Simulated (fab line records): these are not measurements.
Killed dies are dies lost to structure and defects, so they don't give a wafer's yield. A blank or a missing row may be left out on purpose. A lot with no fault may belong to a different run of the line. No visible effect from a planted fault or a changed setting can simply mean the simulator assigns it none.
Which of the tools did it? ; flow gf180mcu ; Sampling: 13 lots, 39 wafers, 4 of 602 route steps

## WHAT EACH GAUGE READ, for each wafer
GF_STI_BOW_MEAS_00.
lot;measured;on;INCOMING_BOW (um)
L691;day 1 20:00;filmMetro-02;11 0 3
L692;day 2 01:00;filmMetro-02;-1 -9 6
L693;day 2 06:02;filmMetro-03;-2 0 12
L694;day 2 11:01;filmMetro-01;-7 -2 -22
L697;day 3 02:02;filmMetro-01;-3 -1 -6
L698;day 3 07:00;filmMetro-02;8 1 3
L704;day 4 13:00;filmMetro-01;10 -6 -7
L705;day 4 18:00;filmMetro-01;5 4 4
L706;day 4 23:01;filmMetro-01;0 2 -12
L707;day 5 04:01;filmMetro-01;1 -3 1
L708;day 5 09:04;filmMetro-03;-2 5 -4
L709;day 5 14:00;filmMetro-03;4 -3 -7
L710;day 5 19:00;filmMetro-03;-12 -3 3

GF_STI_THK_MEAS_02.
lot;measured;on;STI_OXIDATION_THK (nm)
L691;day 1 21:31;filmMetro-02;10.10 10.19 10.16
L692;day 2 02:59;filmMetro-03;10.13 10.09 10.13
L693;day 2 08:16;filmMetro-03;10.32 10.48 10.37
L694;day 2 13:10;filmMetro-02;10.11 10.23 9.93
L697;day 3 04:20;filmMetro-01;10.17 10.34 10.38
L698;day 3 09:34;filmMetro-02;10.18 10.09 10.27
L704;day 4 14:31;filmMetro-01;10.35 10.38 10.15
L705;day 4 19:31;filmMetro-02;9.83 9.91 9.90
L706;day 5 00:53;filmMetro-02;9.96 10.00 10.02
L707;day 5 05:31;filmMetro-03;10.07 9.95 10.02
L708;day 5 10:32;filmMetro-02;10.40 10.31 10.32
L709;day 5 15:31;filmMetro-03;9.88 9.96 9.87
L710;day 5 20:49;filmMetro-01;9.78 9.97 9.81

GF_PSD_RS_MEAS_15: measurement is done with a four-point probe.
lot;measured;on;PSD_RS (ohm/sq)
L691;day 14 21:41;filmMetro-04;108.11 108.02 107.92
L692;day 15 07:35;filmMetro-02;108.95 108.83 108.57
L693;day 15 17:45;filmMetro-02;108.73 108.30 108.56
L694;day 16 02:23;filmMetro-02;108.33 108.42 108.60
L697;day 17 03:13;filmMetro-04;108.76 108.82 108.78
L698;day 17 08:04;filmMetro-02;108.94 109.05 108.83
L704;day 19 12:05;filmMetro-04;108.82 108.76 108.09
L705;day 20 02:44;filmMetro-02;108.44 108.61 108.35
L706;day 20 11:39;filmMetro-02;108.48 108.69 108.31
L707;day 20 13:47;filmMetro-02;108.32 108.52 108.68
L708;day 21 01:02;filmMetro-04;108.31 108.28 108.70
L709;day 21 06:02;filmMetro-01;108.60 108.87 108.79
L710;day 21 15:31;filmMetro-02;108.78 109.00 108.91

## WHICH TOOL RAN EACH LOT (tool, then ch and the chambers of the sampled wafers, then the start)
lot;GF_HV_LDD_STRIP_10
L691;plasmaAsher-01 ch 0,1, day 10 14:58
L692;plasmaAsher-02 ch 0,1, day 10 23:04
L693;plasmaAsher-01 ch 0,1, day 11 06:57
L694;plasmaAsher-03 ch 0,1, day 11 14:28
L697;plasmaAsher-03 ch 0,1, day 12 11:28
L698;plasmaAsher-03 ch 0,1, day 12 16:10
L704;plasmaAsher-01 ch 0,1, day 14 12:49
L705;plasmaAsher-02 ch 0,1, day 14 23:51
L706;plasmaAsher-02 ch 0,1, day 15 09:16
L707;plasmaAsher-01 ch 0,1, day 15 11:24
L708;plasmaAsher-01 ch 0,1, day 15 20:59
L709;plasmaAsher-01 ch 0, day 16 01:48
L710;plasmaAsher-03 ch 0,1, day 16 10:52
- GF_HV_LDD_STRIP_10: strips in O2/N2.

## WHAT THE TOOLS THEMSELVES READ (means of the sampled wafers that have a number; where no wafer has one, the mark that the record gives instead)
GF_HV_LDD_STRIP_10.
lot;tool;drypumpMotorCurrentA (A);heaterPowerW (W);oesProductAu (a.u.);stripTimeToEndpointS (s)
L691;plasmaAsher-01;5.7;358;0.715;12.58
L692;plasmaAsher-02;6.1;315;0.719;12.64
L693;plasmaAsher-01;5.8;353;0.886;-
L694;plasmaAsher-03;5.3;336;0.715;12.66
L697;plasmaAsher-03;5.8;368;0.715;12.67
L698;plasmaAsher-03;5.3;337;0.718;12.58
L704;plasmaAsher-01;5.8;353;0.720;12.63
L705;plasmaAsher-02;6.1;321;0.714;12.60
L706;plasmaAsher-02;5.8;356;0.718;12.64
L707;plasmaAsher-01;5.8;354;0.719;12.63
L708;plasmaAsher-01;5.8;353;0.716;12.59
L709;plasmaAsher-01;5.6;367;0.719;12.66
L710;plasmaAsher-03;5.8;373;0.719;12.68

## THE ANSWER, worked out from the rows above alone
Rule: the lots themselves supply what counts as usual. Put in order of their means at a reading, lots are off if they are a third of the lots or fewer, leave a main group of 4 or more, and stand apart from it by a gap of 3 or more times the standard deviation of the main group's means; of several such gaps the widest counts. A main group whose means are all the same, to the digits that the tables above print for the reading, isn't used. A lot without any number at a reading at which 4 lots or more have one is off too. Where the step has rows for the other lots, those lots are counted as sound. After the gauges, taken in route order, come the tools' own readings; for these a lot's mean is taken, as printed above. The first step at which some lot is off is used, and at that step the reading that is off furthest; a lot without a number counts as furthest.
Off at GF_HV_LDD_STRIP_10 (stripTimeToEndpointS): L693. Without a number there: L693. The main group has a mean of 12.63 s with a standard deviation of 0.034.
A tool fits if, at that step or a process step before it, it ran every lot that is off, and no sound lot after the first of them. Of those tried, none fits.

## WHAT HAD BEEN PUT IN BY THE SIMULATOR
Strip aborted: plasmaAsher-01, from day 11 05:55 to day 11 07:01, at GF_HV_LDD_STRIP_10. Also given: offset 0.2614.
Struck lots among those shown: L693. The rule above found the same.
